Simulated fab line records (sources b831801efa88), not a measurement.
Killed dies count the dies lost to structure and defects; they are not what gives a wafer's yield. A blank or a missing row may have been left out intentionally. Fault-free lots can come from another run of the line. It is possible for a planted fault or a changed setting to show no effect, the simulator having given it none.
Which tool was responsible?	flow sky130	6 lots, 18 wafers sampled, at 3 steps of a route of 708

== WHAT THE GAUGES READ, wafer by wafer ==
SKY_RES_XHIGH_TW_MEAS_09.
lot	measured	on	RES_XHIGH_TW
L238	day 27 18:29	film-metro-01	1647 1645 1648
L247	day 31 00:41	film-metro-03	1650 1654 1640
L251	day 32 11:11	film-metro-03	1643 1648 1644
L250	day 32 12:47	film-metro-03	1642 1640 1642
L254	day 33 20:05	film-metro-02	1657 1651 1662
L258	day 35 00:37	film-metro-03	1651 1645 1651

== WHICH TOOL RAN EACH LOT (tool, then ch and the chambers of the sampled wafers, then the start) ==
lot	SKY_LDD_LDN_STRIP_12	SKY_POLY_CUT_ETCH_10
L238	plasma-asher-04 ch 0,1, day 23 22:28	rie-diel-01 ch 1,3, day 25 07:29
L247	plasma-asher-03 ch 0,1, day 27 10:04	rie-diel-04 ch 1,2,3, day 28 17:29
L251	plasma-asher-03 ch 0,1, day 28 21:34	rie-diel-02 ch 1,3, day 30 03:08
L250	plasma-asher-03 ch 1, day 28 22:10	rie-diel-02 ch 0,1,3, day 30 04:31
L254	plasma-asher-04 ch 0,1, day 30 08:10	rie-diel-04 ch 1,2, day 31 13:22
L258	plasma-asher-03 ch 0,1, day 31 11:39	rie-diel-04 ch 1,2,3, day 32 18:16
- SKY_LDD_LDN_STRIP_12: strips in O2/N2.
- SKY_POLY_CUT_ETCH_10: etches BARC in N2/H2, stops on SiO2, time 45.9 s, target depth 60 nm.

== THE ANSWER, worked out from the rows above alone ==
Rule: usual is defined by the lots themselves. Put in order of their means at a reading, lots are off if they are a third of the lots or fewer, leave a main group of 4 or more, and stand apart from it by a gap of 3 or more times the standard deviation of the main group's means; of several such gaps the widest counts. If all means in a main group match to the digits the tables above print for the reading, that group is not used. A lot without any number at a reading at which 4 lots or more have one is off too. Where the step has rows for the other lots, those lots are counted as sound.
Across all readings shown, no lot is off: no conclusion can be drawn from this.

== WHAT WAS PUT IN BY THE SIMULATOR ==
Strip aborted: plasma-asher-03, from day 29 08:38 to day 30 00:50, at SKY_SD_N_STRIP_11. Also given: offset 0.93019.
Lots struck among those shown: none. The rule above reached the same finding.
